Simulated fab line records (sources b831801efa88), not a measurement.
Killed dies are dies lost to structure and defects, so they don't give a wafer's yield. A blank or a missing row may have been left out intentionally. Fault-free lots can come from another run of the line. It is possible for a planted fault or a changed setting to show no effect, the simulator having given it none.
Matching of chambers ; flow sky130 ; SKY_METAL3_ETCH_17 on rie_diel-02: 4 sister chambers
The step etches SiO2 in C4F8/O2/Ar, stops on TiN, time 3.9 s, target depth 15 nm. 4 wafers are shown with their chamber, then 7 later ones without.

EACH WAFER AND ITS CHAMBER
wafer;chamber;oes_product_au (a.u.)
L786.6;1;0.758
L788.5;0;0.764
L796.3;2;0.751
L796.5;3;0.760

WAFERS WITH NO CHAMBER GIVEN
wafer;oes_product_au (a.u.)
L796.6;0.752
L798.2;0.747
L798.5;0.752
L798.6;0.752
L802.1;0.748
L802.4;0.771
L802.6;0.755

WHICH CHAMBER EACH WENT THROUGH
wafer;from the rows above;in truth
L796.6;can't be placed: 2 or 1 or 3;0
L798.2;can't be placed: 2 or 1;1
L798.5;can't be placed: 2 or 1 or 3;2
L798.6;can't be placed: 2 or 1 or 3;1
L802.1;can't be placed: 2 or 1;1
L802.4;can't be placed: 0 or 3 or 1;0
L802.6;can't be placed: 1 or 2 or 3 or 0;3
0 of 7 placed correctly. Not placeable from these rows: 7 (in 6, the candidates include the true chamber). Wrongly placed: 0.
How it was worked out, from the rows above alone: a wafer's distance from a chamber is the root of the sum, over the readings, of the square of ((its reading less the chamber's mean) divided by the reading's scatter). The wafer belongs to the nearest chamber; if the next one is less than 2 further off, it can't be placed. The mean given for a chamber averages the wafers shown for that chamber. The scatter: root of mean squared gap, hidden wafer to nearest shown wafer, with one shown wafer a chamber.
